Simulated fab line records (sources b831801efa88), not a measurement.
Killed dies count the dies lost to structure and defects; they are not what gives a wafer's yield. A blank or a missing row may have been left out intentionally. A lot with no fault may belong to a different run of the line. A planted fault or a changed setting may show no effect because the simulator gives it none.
A single fault, viewed from 2 desks -- flow gf180mcu -- what lay behind the numbers comes last; until then each desk has only its own

THE METROLOGY DESK
What the gauges read for every lot (on any tool): the sampled wafers with a number, averaged. The brackets show how far a lot's mean lies from the usual mean; more than 4 standard deviations puts the lot out of limits, marked OUT.
Columns: A = MVSD_RS at GF_VT_IMPLANT_RS_MEAS_46, usual 456.3 ohm/sq; B = DUAL_GATE_OVL at GF_DUAL_GATE_OVL_MEAS_11, usual 0.4 nm; C = HV_LDD_CVD_54_THK at GF_HV_LDD_THK_MEAS_55, usual 10.05 nm; D = HV_LDD_CVD_56_THK at GF_HV_LDD_THK_MEAS_57, usual 90.0 nm
lot,first seen here,A,B,C,D
L577,day 7 15:01,456.2,-0.2,10.01,89.5
L579,day 8 09:11,456.5,-0.7,9.99,89.5
L581,day 8 18:07,457.3,1.2,10.29,89.5
L582,day 9 05:59,456.3,-0.0,10.08,91.8
L584,day 9 17:53,456.2,1.5,10.13,91.3
L585,day 9 18:06,458.7,1.1,9.95,90.5
L586,day 9 22:53,455.9,2.5,10.01,90.1
L588,day 10 16:15,454.4,0.7,9.96,90.0
L589,day 10 20:08,457.0,1.7,9.93,89.0
L593,day 11 21:08,456.5,1.7,10.24,88.6
L597,day 13 02:22,466.5 (+9.3) OUT,0.7,10.17,89.8
L598,day 13 11:15,467.8 (+10) OUT,-0.5,10.09,90.3
L599,day 13 19:21,456.3,0.4,10.13,90.4
L600,day 13 23:39,456.4,-0.9,9.98,89.3
This desk's finding: out of limits on L597, L598; first on L597, day 13 02:22 (MVSD_RS at GF_VT_IMPLANT_RS_MEAS_46). Within limits: L577, L579, L581, L582, L584, L585, L586, L588, L589, L593, L599, L600.

AT THE TOOL OWNER'S DESK: implanter-02
The tool's own readings at GF_MVSD_IMPLANT_08: means of the sampled wafers that have a number, for each lot that ran on this tool. The brackets show how far a lot's mean lies from the usual mean; more than 4 standard deviations puts the lot out of limits, marked OUT.
Columns: A = beam-energy-keV at GF_MVSD_IMPLANT_08, usual 399.99
lot,first seen here,A
L581,day 5 10:27,399.87
L585,day 6 09:10,399.88
L586,day 6 13:06,399.93
L589,day 7 06:47,399.89
L597,day 9 06:48,354.08 (-99 or more) OUT
L598,day 9 11:59,354.07 (-99 or more) OUT
This desk's verdict: out of limits on L597, L598, starting with L597 at day 9 06:48 (beam-energy-keV at GF_MVSD_IMPLANT_08). Within limits: L581, L585, L586, L589.

BROUGHT TOGETHER
The tool owner's desk could have raised an alarm at day 9 06:48, on L597, L598.
On L597, L598, the metrology desk was in a position to raise an alarm at day 13 02:22.
On implanter-02, each named lot ran GF_MVSD_IMPLANT_08.

WHAT WAS PUT IN BY THE SIMULATOR
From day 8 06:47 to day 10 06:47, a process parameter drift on implanter-02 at GF_MVSD_IMPLANT_08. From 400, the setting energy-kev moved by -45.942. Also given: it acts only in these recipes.
Lots struck among those shown: L597, L598.
Delay (hours) between the fault's onset and each desk's first out-of-limits reading: 24 at the tool owner's desk, 116 at the metrology desk.
